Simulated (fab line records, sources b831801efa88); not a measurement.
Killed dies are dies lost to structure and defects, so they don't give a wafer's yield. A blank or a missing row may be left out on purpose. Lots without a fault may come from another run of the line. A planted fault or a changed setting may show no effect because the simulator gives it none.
fab line records | flow gf180mcu | part 2 of 2: steps 27 to 36 of 36
record lots=5 wafers=15 last_day=33
route steps=602 shown M2@369 V2@382
lots that met no fault: from a run of the same line without faults
start_h: hours from the record's first day to the start of the lot's first wafer shown | wait_h: hours since the lot's step before | " the same as in the row above | L1.1+2: a row that stands for several wafers | - no value, or no start given | * or withheld: withheld | < > ~ a bound
route shown NAME@n: a module of which the file shows steps, and the number in the route of the first | usual: mean/standard deviation of fault-free wafers | same: alike in all rows | chamber/n: place in a boat | sites: the reading at each site | _std_site: their standard deviation | _edge_site: outer sites' mean less inner sites' | radius_mm: how far each site lies from the wafer's centre | mask NAME#n: copy n | behind: the tool/chamber that last shaped the wafer | hold: why the lot was held/for how many hours/how that ended | device: the transistor (n, p or np) that didn't switch | end of line: the same wafers' tests at the end of the route | a step without rows: its recipe alone | killed: dies lost to structure and defects at the first sort, not the wafer's yield | map: a wafer's dies, x killed, . not, _ none there
set.NAME: the setting as run; set.NAME@STEP: as run at that earlier step | model.NAME: the simulator's own value behind a step, which no gauge read
lots at some steps of the route; a table a step, a row a wafer
services: from which hour (start_h, from the record's first day; less than 0 if before it) a tool's chamber was out of use, for how many hours, and why
## steps
# step GF_V2_DEVELOP_13
# recipe develop_time_s=60 resist=KrF dev_temp_c=21
# usual exhaust_pa=45.2/0.86
# same develop_time_s=60
# columns lot.wafer tool chamber start_h wait_h exhaust_pa
L074.1 litho_track-01 0 456.93 0.2 44.0
L074.4 " 0 " " 45.2
L074.6 " 0 " " 44.9
L078.4 litho_track-01 0 496.76 0.1 45.9
L078.5 " 0 " " 45.0
L078.6 " 0 " " 44.7
L079.1 litho_track-01 0 497.63 0.2 45.7
L079.4 " 0 " " 45.2
L079.6 " 0 " " 46.2
L083.1 litho_track-01 0 533.13 0.2 43.9
L083.2 " 0 " " 45.9
L083.6 " 0 " " 44.6
L091.4 litho_track-02 0 625.30 0.1 44.4
L091.5 " 0 " " 44.2
L091.6 " 0 " " 44.5
# step GF_V2_CD_MEAS_14
# recipe target_cd_nm=260
# usual cd_nm=260.5/1.1
# columns lot.wafer tool chamber start_h wait_h cd_nm
L074.1 cd_sem-02 - 457.08 0.1 260.0
L074.4 " - " " 259.8
L074.6 " - " " 258.3
L078.4 cd_sem-01 - 496.89 0.1 260.4
L078.5 " - " " 260.6
L078.6 " - " " 260.3
L079.1 cd_sem-01 - 497.78 0.1 261.2
L079.4 " - " " 261.9
L079.6 " - " " 262.1
L083.1 cd_sem-01 - 533.28 0.1 259.6
L083.2 " - " " 259.7
L083.6 " - " " 259.9
L091.4 cd_sem-01 - 625.44 0.1 259.7
L091.5 " - " " 260.5
L091.6 " - " " 260.4
# step GF_V2_OVL_MEAS_15
# usual V2_OVL=-6/6.1
# columns lot.wafer tool chamber start_h wait_h V2_OVL[nm]
L074.1 overlay-01 - 457.20 0.1 -12
L074.4 " - " " -9
L074.6 " - " " -11
L078.4 overlay-02 - 496.97 0.1 -9
L078.5 " - " " 6
L078.6 " - " " -7
L079.1 overlay-01 - 497.90 0.1 -1
L079.4 " - " " -6
L079.6 " - " " -12
L083.1 overlay-02 - 533.40 0.1 -11
L083.2 " - " " -10
L083.6 " - " " -11
L091.4 overlay-02 - 625.51 0.1 7
L091.5 " - " " 3
L091.6 " - " " -1
# step GF_V2_ETCH_16
# recipe chemistry=N2/H2 target_depth_a=withheld overetch_a=withheld time_s=withheld target=BARC ion_energy_ev=200 source_w=500 bias_w=100 pressure_mtorr=30 n2_flow_sccm=100 h2_flow_sccm=200
# usual drypump_motor_current_A=5.64/0.3 oes_product_au=0.855/0.0044 rf_fwd_power_W=494.3/2.3 throttle_valve_pct=13.224/0.0084
# columns lot.wafer tool chamber start_h wait_h drypump_motor_current_A oes_product_au rf_fwd_power_W throttle_valve_pct
L074.1 rie_diel-03 2 457.24 0.0 5.81 0.856 499.1 13.229
L074.4 " 3 " " 5.81 0.852 493.5 13.234
L074.6 " 3 " " 5.78 0.856 496.9 13.229
L078.4 rie_diel-03 3 496.99 0.0 5.84 0.844 495.1 13.215
L078.5 " 1 " " 5.48 0.863 492.1 13.222
L078.6 " 2 " " 5.82 0.851 498.3 13.208
L079.1 rie_diel-02 1 497.94 0.0 5.46 0.846 490.4 13.227
L079.4 " 2 " " 5.88 0.856 496.6 13.225
L079.6 " 3 " " 6.30 0.850 495.4 13.224
L083.1 rie_diel-01 1 533.44 0.0 5.58 0.859 493.3 13.205
L083.2 " 2 " " 5.07 0.852 492.5 13.228
L083.6 " 2 " " 5.05 0.852 493.1 13.232
L091.4 rie_diel-03 3 625.53 0.0 5.82 0.845 494.3 13.244
L091.5 " 1 " " 5.49 0.862 492.7 13.230
L091.6 " 0 " " 5.51 0.861 496.8 13.214
# step GF_V2_ETCH_17
# recipe chemistry=C4F8/O2/Ar mask_material=KrF target=SiO2 stop_on=TiN source_w=1500 bias_w=1200 pressure_mtorr=40 c4f8_flow_sccm=withheld O2_flow_sccm=6 Ar_flow_sccm=300 time_s=withheld target_depth_a=6300
# usual oes_product_au=0.855/0.0048 rf_fwd_power_W=1491/4.6
# columns lot.wafer tool chamber start_h wait_h oes_product_au rf_fwd_power_W
L074.1 rie_diel-03 2 - - 0.847 1497
L074.4 " 3 " " 0.861 1497
L074.6 " 3 " " 0.850 1495
L078.4 rie_diel-03 3 - - 0.857 1494
L078.5 " 1 " " 0.862 1498
L078.6 " 2 " " 0.855 1497
L079.1 rie_diel-02 1 - - 0.855 1495
L079.4 " 2 " " 0.858 1498
L079.6 " 3 " " 0.856 1487
L083.1 rie_diel-01 1 - - 0.860 1487
L083.2 " 2 " " 0.852 1489
L083.6 " 2 " " 0.860 1485
L091.4 rie_diel-03 3 - - 0.861 1489
L091.5 " 1 " " 0.851 1483
L091.6 " 0 " " 0.856 1495
# step GF_V2_STRIP_18
# recipe chemistry=O2/N2 power_w=1400 pressure_mtorr=1500 platen_temp_c=250 o2_flow_sccm=3000 n2_flow_sccm=300 overash_fraction=0.5
# usual drypump_motor_current_A=5.5/0.45 heater_power_w=338/26 oes_product_au=0.592/0.005
# columns lot.wafer tool chamber start_h wait_h drypump_motor_current_A heater_power_w oes_product_au rf_hours_counter_h
L074.1 plasma_asher-03 1 457.37 - 5.3 306 0.594 68
L074.4 " 1 " " 5.3 317 0.591 -
L074.6 " 1 " " 5.2 314 0.583 -
L078.4 plasma_asher-02 0 497.15 - 5.2 325 0.604 -
L078.5 " 0 " " 5.2 325 0.595 -
L078.6 " 1 " " 5.9 312 0.600 -
L079.1 plasma_asher-03 0 498.07 - 5.6 362 0.594 72
L079.4 " 1 " " 5.2 311 0.592 -
L079.6 " 0 " " 5.6 361 0.588 -
L083.1 plasma_asher-04 1 533.57 - 4.8 383 0.601 10
L083.2 " 0 " " 6.3 336 0.595 10
L083.6 " 1 " " 4.8 381 0.587 -
L091.4 plasma_asher-03 1 625.69 - 5.3 323 0.599 -
L091.5 " 0 " " 5.5 365 0.586 -
L091.6 " 1 " " 5.2 311 0.599 -
# step GF_V2_STRIP_19
# recipe chemistry=post_etch_residue_remover time_s=1200 temp_c=72.5
# columns lot.wafer tool chamber start_h wait_h
L074.1+4+6 wet_bench-04 2 457.47 0.1
L078.4+5+6 wet_bench-01 0 497.22 0.0
L079.1+4+6 wet_bench-04 1 498.17 0.1
L083.1+2+6 wet_bench-02 2 533.67 0.1
L091.4+5+6 wet_bench-01 1 625.76 0.0
# step GF_V2_CLEAN_20
# recipe chemistry=DIW dry=n2_spin
# columns lot.wafer tool chamber start_h wait_h
L074.1+4+6 wet_bench-02 3 457.81 0.0
L078.4+5+6 wet_bench-02 1 497.56 0.0
L079.1+4+6 wet_bench-01 1 498.51 0.0
L083.1+2+6 wet_bench-01 2 534.04 0.0
L091.4+5+6 wet_bench-02 2 626.10 0.0
# step GF_V2_SPUTTER_21
# recipe material=Ti target_thk_nm=15 chamber_pressure_pa=5 power_w=2500 substrate_temp_c=200 time_s=80.02
# usual throttle_valve_pct=29.6/1.2
# columns lot.wafer tool chamber start_h wait_h throttle_valve_pct
L074.1 pvd_sputter-01 - 457.90 0.0 27.2
L074.4 " - " " 29.3
L074.6 " - " " 30.2
L078.4 pvd_sputter-04 - 497.65 0.0 29.0
L078.5 " - " " 31.9
L078.6 " - " " 28.9
L079.1 pvd_sputter-02 - 498.60 0.0 27.6
L079.4 " - " " 29.5
L079.6 " - " " 28.6
L083.1 pvd_sputter-02 - 534.13 0.0 28.9
L083.2 " - " " 29.8
L083.6 " - " " 28.8
L091.4 pvd_sputter-02 - 626.19 0.0 27.6
L091.5 " - " " 29.5
L091.6 " - " " 28.9
# step GF_V2_SPUTTER_22
# recipe material=TiN target_thk_nm=10 chamber_pressure_pa=5 power_w=4000 time_s=40
# usual throttle_valve_pct=29.6/1.2
# columns lot.wafer tool chamber start_h wait_h throttle_valve_pct
L074.1 pvd_sputter-01 - 457.96 0.0 27.5
L074.4 " - " " 29.2
L074.6 " - " " 29.9
L078.4 pvd_sputter-04 - 497.71 0.0 29.0
L078.5 " - " " 31.8
L078.6 " - " " 28.9
L079.1 pvd_sputter-02 - 498.66 0.0 27.4
L079.4 " - " " 29.2
L079.6 " - " " 28.8
L083.1 pvd_sputter-02 - 534.19 0.0 28.9
L083.2 " - " " 30.1
L083.6 " - " " 29.4
L091.4 pvd_sputter-02 - 626.25 0.0 27.8
L091.5 " - " " 29.3
L091.6 " - " " 29.2
## services
# columns tool chamber start_h hours kind
wet_bench-04 - 402.16 1.9 pm
cmp-01 - 404.23 4.0 pm
pecvd-02 - 414.29 5.5 pm
hdpcvd-02 - 420.36 0.5 repair
krf_scanner-01 - 420.48 1.0 pm
cmp-01 - 429.59 0.6 repair
krf_scanner-02 - 432.24 1.0 pm
cmp-01 - 433.08 6.9 pm
krf_scanner-01 - 433.24 0.8 pm
rie_diel-03 3 444.00 2.8 repair
krf_scanner-01 - 448.65 0.8 pm
krf_scanner-02 - 461.60 1.3 pm
rie_diel-03 0 462.56 6.7 repair
pvd_sputter-02 - 472.22 7.4 repair
krf_scanner-01 - 492.84 1.3 pm
pecvd-02 0 539.18 3.4 repair
pvd_sputter-02 - 552.20 2.9 repair
plasma_asher-01 - 557.42 4.3 pm
krf_scanner-02 - 574.81 0.4 repair
krf_scanner-01 - 589.48 1.0 pm
rie_diel-03 2 596.19 7.1 repair
krf_scanner-02 - 601.24 1.0 pm
plasma_asher-03 - 607.66 3.4 repair
krf_scanner-01 - 617.52 0.8 pm
